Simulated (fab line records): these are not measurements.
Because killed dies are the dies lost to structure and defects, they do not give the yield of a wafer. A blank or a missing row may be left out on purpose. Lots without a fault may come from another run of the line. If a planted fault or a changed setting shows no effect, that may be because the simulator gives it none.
fab line records -- flow gf180mcu
[record] lots = 13, wafers = 39, lastDay = 34
route steps=602 shown VT_IMPLANT@99 HV_LDD@224 CONTACT@291
lots untouched by any fault: they come from a run of this same line in which no faults occurred
startH: start of the lot's first displayed wafer, in hours after the record's first day -- waitH: how many hours have passed since the lot's step before this one -- " unchanged from the row above -- L1.1+2: a single row standing in for several wafers -- - no value present, or no start provided -- * or withheld: withheld -- < > ~ a bound
route shown NAME@n: NAME is a module with steps in the file, n the number in the route of the first one -- usual: mean and standard deviation over wafers with no fault -- same: alike in all rows -- chamber/n: place in a boat -- sites: the reading at each site -- _std_site: their standard deviation -- _edge_site: inner sites' mean taken away from outer sites' mean -- radiusMm: for every site, how far away it sits from the centre of the wafer -- mask NAME#n: copy n -- behind: tool/chamber where the wafer was last shaped -- hold: cause of the lot's hold/its duration in hours/its outcome -- device: the n, p or np transistor that did not switch -- end of line: tests of these same wafers at the route's end -- a step with no rows: only its recipe -- killed: the dies lost at the first sort to structure and to defects; this is not the yield of the wafer -- map: per-die view of a wafer (x killed, . not killed, _ where there is no die)
set.NAME: the setting the step ran with; set.NAME@STEP: the setting that earlier step ran with -- model.NAME: the simulator's own value behind a step, which no gauge read
one table for each step of the route and one row for each wafer, over a sample of lots
services: the hour from which a tool's chamber was out of use, counted from the record's first day as startH (under 0 if before that day), plus the number of hours and why
[[steps]]
[step GF_VT_IMPLANT_STRIP_09]
[recipe] chemistry = O2/N2, powerW = 1400, pressureMtorr = 1500, platenTempC = 250, o2FlowSccm = 3000, n2FlowSccm = 300, overashFraction = 0.5
[usual] drypumpMotorCurrentA = 6.0/0.52, heaterPowerW = 353/40, oesProductAu = 0.716/0.0043, stripTimeToEndpointS = 12.617/0.029
lot.wafer,tool,chamber,startH,waitH,drypumpMotorCurrentA,heaterPowerW,oesProductAu,rfHoursCounterH,stripTimeToEndpointS
L139.2,plasmaAsher-01,0,117.68,0.1,5.9,308,0.713,48,12.606
L139.4,plasmaAsher-01,1,117.68,0.1,6.6,334,0.720,-,12.559
L139.5,plasmaAsher-01,0,117.68,0.1,5.9,317,0.721,-,12.589
L140.1,plasmaAsher-04,0,123.17,0.1,5.9,410,0.723,48,12.584
L140.4,plasmaAsher-04,0,123.17,0.1,5.9,406,0.722,-,12.604
L140.5,plasmaAsher-04,1,123.17,0.1,5.1,373,0.716,-,12.626
L141.1,plasmaAsher-04,1,130.53,0.1,5.1,362,0.716,49,12.631
L141.2,plasmaAsher-04,0,130.53,0.1,5.9,413,0.721,49,12.588
L141.5,plasmaAsher-04,0,130.53,0.1,5.9,398,0.718,-,12.635
L142.1,plasmaAsher-04,0,134.58,0.1,5.9,410,0.721,49,12.575
L142.2,plasmaAsher-04,1,134.58,0.1,5.1,364,0.715,49,12.601
L142.6,plasmaAsher-04,1,134.58,0.1,5.1,367,0.715,-,12.619
L143.2,plasmaAsher-04,0,139.48,0.1,5.9,401,0.719,50,12.634
L143.3,plasmaAsher-04,1,139.48,0.1,5.1,361,0.716,-,12.642
L143.6,plasmaAsher-04,1,139.48,0.1,5.1,365,0.707,-,12.638
L145.1,plasmaAsher-04,1,154.08,0.1,5.1,374,0.720,51,12.615
L145.2,plasmaAsher-04,0,154.08,0.1,5.9,400,0.721,51,12.620
L145.6,plasmaAsher-04,0,154.08,0.1,5.9,402,0.714,-,12.613
L148.1,plasmaAsher-01,1,173.88,0.1,6.6,331,0.709,54,12.617
L148.4,plasmaAsher-01,0,173.88,0.1,5.9,309,0.718,-,12.646
L148.5,plasmaAsher-01,1,173.88,0.1,6.6,314,0.718,-,12.676
L149.4,plasmaAsher-02,1,178.95,0.1,6.6,307,0.715,-,12.665
L149.5,plasmaAsher-02,0,178.95,0.1,5.9,409,0.720,-,12.597
L149.6,plasmaAsher-02,1,178.95,0.1,6.6,312,0.718,-,12.616
L150.1,plasmaAsher-02,0,186.03,0.1,6.0,415,0.710,7,12.604
L150.2,plasmaAsher-02,1,186.03,0.1,6.6,312,0.722,7,12.608
L150.6,plasmaAsher-02,1,186.03,0.1,6.6,305,0.714,-,12.618
L154.2,plasmaAsher-01,1,208.88,0.1,6.6,327,0.719,57,12.622
L154.4,plasmaAsher-01,1,208.88,0.1,6.6,315,0.718,-,12.611
L154.5,plasmaAsher-01,1,208.88,0.1,6.6,325,0.717,-,12.619
L158.1,plasmaAsher-01,1,235.53,0.1,6.6,329,0.717,60,12.605
L158.3,plasmaAsher-01,0,235.53,0.1,5.9,309,0.725,-,12.627
L158.4,plasmaAsher-01,1,235.53,0.1,6.6,318,0.720,-,12.593
L159.1,plasmaAsher-02,0,240.88,0.1,5.9,411,0.716,13,12.659
L159.4,plasmaAsher-02,0,240.88,0.1,5.9,421,0.714,-,12.627
L159.5,plasmaAsher-02,1,240.88,0.1,6.6,299,0.708,-,12.607
L161.4,plasmaAsher-01,1,253.17,0.1,6.6,318,0.717,-,12.616
L161.5,plasmaAsher-01,0,253.17,0.1,5.9,310,0.718,-,12.645
L161.6,plasmaAsher-01,1,253.17,0.1,6.6,322,0.714,-,12.611
[step GF_HV_LDD_IMPLANT_48]
[recipe] species = B, energyKev = 25, doseCm2 = 3e+13, tiltDeg = 7
[usual] beamEnergyKeV = 24.999/0.0083
lot.wafer,tool,chamber,startH,waitH,beamEnergyKeV
L139.2,implanter-02,0,281.66,0.0,25.010
L139.4,implanter-02,0,281.66,0.0,24.997
L139.5,implanter-02,0,281.66,0.0,25.003
L140.1,implanter-04,0,290.35,0.0,24.998
L140.4,implanter-04,0,290.35,0.0,25.004
L140.5,implanter-04,0,290.35,0.0,25.000
L141.1,implanter-03,0,305.20,0.0,25.002
L141.2,implanter-03,0,305.20,0.0,25.002
L141.5,implanter-03,0,305.20,0.0,24.992
L142.1,implanter-04,0,309.10,0.0,24.997
L142.2,implanter-04,0,309.10,0.0,24.998
L142.6,implanter-04,0,309.10,0.0,24.990
L143.2,implanter-03,0,317.02,0.0,25.008
L143.3,implanter-03,0,317.02,0.0,25.005
L143.6,implanter-03,0,317.02,0.0,24.992
L145.1,implanter-04,0,328.74,0.0,24.991
L145.2,implanter-04,0,328.74,0.0,24.995
L145.6,implanter-04,0,328.74,0.0,24.989
L148.1,implanter-04,0,357.95,0.0,21.087
L148.4,implanter-04,0,357.95,0.0,21.089
L148.5,implanter-04,0,357.95,0.0,21.093
L149.4,implanter-04,0,363.23,0.2,21.071
L149.5,implanter-04,0,363.23,0.2,21.080
L149.6,implanter-04,0,363.23,0.2,21.088
L150.1,implanter-03,0,366.89,0.0,25.009
L150.2,implanter-03,0,366.89,0.0,25.001
L150.6,implanter-03,0,366.89,0.0,25.004
L154.2,implanter-03,0,400.07,0.0,25.000
L154.4,implanter-03,0,400.07,0.0,24.987
L154.5,implanter-03,0,400.07,0.0,25.009
L158.1,implanter-04,0,435.51,0.0,25.000
L158.3,implanter-04,0,435.51,0.0,24.997
L158.4,implanter-04,0,435.51,0.0,24.993
L159.1,implanter-02,0,446.30,0.0,24.994
L159.4,implanter-02,0,446.30,0.0,24.993
L159.5,implanter-02,0,446.30,0.0,24.979
L161.4,implanter-04,0,456.50,0.1,24.998
L161.5,implanter-04,0,456.50,0.1,24.992
L161.6,implanter-04,0,456.50,0.1,25.003
[step GF_HV_LDD_TW_MEAS_50]
[usual] HV_LDD_4_TW = 564/7.1
lot.wafer,tool,chamber,startH,waitH,HV_LDD_4_TW
L139.2,filmMetro-01,-,281.89,0.1,563
L139.4,filmMetro-01,-,281.89,0.1,563
L139.5,filmMetro-01,-,281.89,0.1,561
L140.1,filmMetro-01,-,290.60,0.1,555
L140.4,filmMetro-01,-,290.60,0.1,556
L140.5,filmMetro-01,-,290.60,0.1,553
L141.1,filmMetro-04,-,305.45,0.1,568
L141.2,filmMetro-04,-,305.45,0.1,568
L141.5,filmMetro-04,-,305.45,0.1,567
L142.1,filmMetro-01,-,309.35,0.1,558
L142.2,filmMetro-01,-,309.35,0.1,558
L142.6,filmMetro-01,-,309.35,0.1,556
L143.2,filmMetro-01,-,317.26,0.1,556
L143.3,filmMetro-01,-,317.26,0.1,556
L143.6,filmMetro-01,-,317.26,0.1,557
L145.1,filmMetro-02,-,328.99,0.1,568
L145.2,filmMetro-02,-,328.99,0.1,570
L145.6,filmMetro-02,-,328.99,0.1,572
L148.1,filmMetro-01,-,358.20,0.1,538
L148.4,filmMetro-01,-,358.20,0.1,541
L148.5,filmMetro-01,-,358.20,0.1,540
L149.4,filmMetro-01,-,363.44,0.1,533
L149.5,filmMetro-01,-,363.44,0.1,534
L149.6,filmMetro-01,-,363.44,0.1,534
L150.1,filmMetro-04,-,367.14,0.1,569
L150.2,filmMetro-04,-,367.14,0.1,568
L150.6,filmMetro-04,-,367.14,0.1,564
L154.2,filmMetro-01,-,400.30,0.1,559
L154.4,filmMetro-01,-,400.30,0.1,557
L154.5,filmMetro-01,-,400.30,0.1,555
L158.1,filmMetro-04,-,435.76,0.1,567
L158.3,filmMetro-04,-,435.76,0.1,571
L158.4,filmMetro-04,-,435.76,0.1,570
L159.1,filmMetro-01,-,446.55,0.1,553
L159.4,filmMetro-01,-,446.55,0.1,556
L159.5,filmMetro-01,-,446.55,0.1,557
L161.4,filmMetro-02,-,456.71,0.1,572
L161.5,filmMetro-02,-,456.71,0.1,575
L161.6,filmMetro-02,-,456.71,0.1,573
[step GF_CONTACT_CMP_04]
[recipe] material = SiO2, downForcePsi = 4, platenRpm = 60, padVelocityMS = 0.94248
[usual] edgeZonePressureFrac = 1.000/0.0052, motorCurrentA = 11.7/0.93, timeToEndpointS = 111/6.8
lot.wafer,tool,chamber,startH,waitH,edgeZonePressureFrac,motorCurrentA,timeToEndpointS
L139.4,cmp-02,0,348.85,0.0,1.000,11.4,117
L139.2,cmp-02,1,348.85,0.0,1.010,12.2,108
L139.5,cmp-02,1,348.85,0.0,1.003,14.1,112
L140.1,cmp-02,0,358.61,0.3,0.999,11.2,107
L140.4,cmp-02,1,358.61,0.3,1.007,13.1,111
L140.5,cmp-02,0,358.61,0.3,1.009,11.9,109
L141.1,cmp-02,1,373.79,0.1,1.011,13.0,104
L141.2,cmp-02,3,373.79,0.1,0.999,12.6,106
L141.5,cmp-02,2,373.79,0.1,1.007,11.5,112
L142.1,cmp-02,1,379.57,0.1,0.997,12.9,91
L142.2,cmp-02,2,379.57,0.1,1.000,10.9,104
L142.6,cmp-02,0,379.57,0.1,1.002,11.3,107
L143.3,cmp-01,1,390.02,0.7,1.005,11.6,122
L143.2,cmp-01,2,390.02,0.7,0.998,12.3,117
L143.6,cmp-01,0,390.02,0.7,1.004,11.1,117
L145.1,cmp-01,1,400.33,0.1,1.000,11.0,112
L145.2,cmp-01,2,400.33,0.1,1.001,12.2,122
L145.6,cmp-01,3,400.33,0.1,0.998,10.3,123
L148.1,cmp-01,1,435.58,0.1,0.994,11.2,100
L148.4,cmp-01,3,435.58,0.1,0.997,10.1,113
L148.5,cmp-01,0,435.58,0.1,0.990,11.2,107
L149.4,cmp-01,2,439.98,0.0,0.989,12.3,119
L149.6,cmp-01,2,439.98,0.0,0.997,12.9,121
L149.5,cmp-01,3,439.98,0.0,0.999,10.0,115
L150.2,cmp-02,2,441.90,0.0,1.001,10.5,113
L150.1,cmp-02,0,441.90,0.0,0.991,11.4,112
L150.6,cmp-02,2,441.90,0.0,0.995,10.8,112
L154.4,cmp-01,0,479.67,0.1,1.004,11.3,105
L154.2,cmp-01,2,479.67,0.1,1.008,12.5,107
L154.5,cmp-01,0,479.67,0.1,1.010,11.3,108
L158.1,cmp-02,3,512.63,0.1,0.986,12.1,117
L158.4,cmp-02,0,512.63,0.1,1.003,12.1,124
L158.3,cmp-02,1,512.63,0.1,0.999,13.3,124
L159.4,cmp-02,0,521.88,0.0,0.998,11.4,124
L159.1,cmp-02,1,521.88,0.0,1.004,12.7,108
L159.5,cmp-02,0,521.88,0.0,1.000,11.3,116
L161.4,cmp-01,0,532.60,0.1,1.004,10.7,105
L161.6,cmp-01,3,532.60,0.1,0.992,10.5,108
L161.5,cmp-01,0,532.60,0.1,1.008,11.2,108
[step GF_CONTACT_SPUTTER_23]
[recipe] material = TiN, targetThkNm = 10, chamberPressurePa = 5, powerW = 4000, timeS = 40
[usual] throttleValvePct = 29.8/0.54
lot.wafer,tool,chamber,startH,waitH,throttleValvePct
L139.2,pvdSputter-01,-,371.95,0.0,29.7
L139.4,pvdSputter-01,-,371.95,0.0,29.4
L139.5,pvdSputter-01,-,371.95,0.0,29.9
L140.1,pvdSputter-02,-,382.14,0.0,30.3
L140.4,pvdSputter-02,-,382.14,0.0,29.3
L140.5,pvdSputter-02,-,382.14,0.0,31.0
L141.1,pvdSputter-01,-,397.81,0.0,30.4
L141.2,pvdSputter-01,-,397.81,0.0,29.8
L141.5,pvdSputter-01,-,397.81,0.0,30.1
L142.1,pvdSputter-01,-,403.85,0.0,29.9
L142.2,pvdSputter-01,-,403.85,0.0,30.1
L142.6,pvdSputter-01,-,403.85,0.0,30.0
L143.2,pvdSputter-01,-,414.52,0.0,30.4
L143.3,pvdSputter-01,-,414.52,0.0,29.1
L143.6,pvdSputter-01,-,414.52,0.0,30.0
L145.1,pvdSputter-03,-,424.85,0.0,30.1
L145.2,pvdSputter-03,-,424.85,0.0,29.9
L145.6,pvdSputter-03,-,424.85,0.0,30.3
L148.1,pvdSputter-01,-,461.03,0.0,29.9
L148.4,pvdSputter-01,-,461.03,0.0,29.8
L148.5,pvdSputter-01,-,461.03,0.0,30.1
L149.4,pvdSputter-03,-,465.18,0.0,29.6
L149.5,pvdSputter-03,-,465.18,0.0,29.6
L149.6,pvdSputter-03,-,465.18,0.0,30.4
L150.1,pvdSputter-03,-,467.52,0.0,29.4
L150.2,pvdSputter-03,-,467.52,0.0,29.6
L150.6,pvdSputter-03,-,467.52,0.0,29.3
L154.2,pvdSputter-02,-,503.97,0.0,28.9
L154.4,pvdSputter-02,-,503.97,0.0,31.5
L154.5,pvdSputter-02,-,503.97,0.0,29.3
L158.1,pvdSputter-01,-,535.67,0.0,29.7
L158.3,pvdSputter-01,-,535.67,0.0,29.1
L158.4,pvdSputter-01,-,535.67,0.0,30.2
L159.1,pvdSputter-03,-,545.18,0.0,29.9
L159.4,pvdSputter-03,-,545.18,0.0,30.3
L159.5,pvdSputter-03,-,545.18,0.0,29.7
L161.4,pvdSputter-02,-,556.21,0.0,30.3
L161.5,pvdSputter-02,-,556.21,0.0,29.2
L161.6,pvdSputter-02,-,556.21,0.0,30.1
[[services]]
tool,chamber,startH,hours,kind
implanter-04,-,109.70,2.7,repair
cmp-01,-,109.86,2.4,repair
cmp-01,-,111.00,1.1,repair
cmp-02,-,133.45,1.5,repair
implanter-04,-,134.66,7.1,pm
cmp-02,-,135.38,1.4,repair
cmp-01,-,149.04,3.1,pm
pvdSputter-01,-,167.82,7.6,repair
cmp-02,-,197.96,4.0,repair
pvdSputter-01,-,200.58,5.4,repair
cmp-02,-,203.70,0.9,repair
cmp-02,-,232.00,4.0,pm
implanter-04,-,265.92,7.7,pm
cmp-02,-,300.54,1.8,repair
cmp-02,-,314.47,4.5,pm
cmp-02,-,329.57,1.1,repair
cmp-02,-,343.85,0.9,repair
cmp-02,-,387.73,2.7,repair
cmp-02,-,389.38,2.4,repair
cmp-02,-,411.13,2.6,repair
cmp-02,-,463.01,6.0,pm
implanter-04,-,464.50,1.8,repair
implanter-04,-,487.34,4.8,pm
implanter-04,-,503.47,6.4,repair
[[key]]
[firstSign] step = GF_HV_LDD_IMPLANT_48, reading = beamEnergyKeV, direction = down, sigmas = 99+, usual = 24.999, struck = 21.085
[effect] step = GF_HV_LDD_TW_MEAS_50, reading = HV_LDD_4_TW, direction = down, sigmas = 3.8, usual = 564, struck = 537
metAt GF_HV_LDD_IMPLANT_48
struckLots L148,L149
testerLeftOut L148,L149
notActingAt GF_VT_IMPLANT_STRIP_09,GF_CONTACT_CMP_04,GF_CONTACT_SPUTTER_23
onsetBetween 328.74 357.95
[fault] kind = processParameterDrift, tool = implanter-04, chamber = -, onsetH = 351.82, steps = GF_HV_LDD_IMPLANT_48, channel = energyKev, offset = -3.9163, shape = step, endH = 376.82, actsIn = theseRecipesOnly, stated = 25
// testerLeftOut: of these lots the tester's yield and bins aren't shown, on N5 and GAA mostly nor the transistor test; their killed dies are dies lost to structure and defects alone, not to doping, threshold or leakage, so they don't give the yield
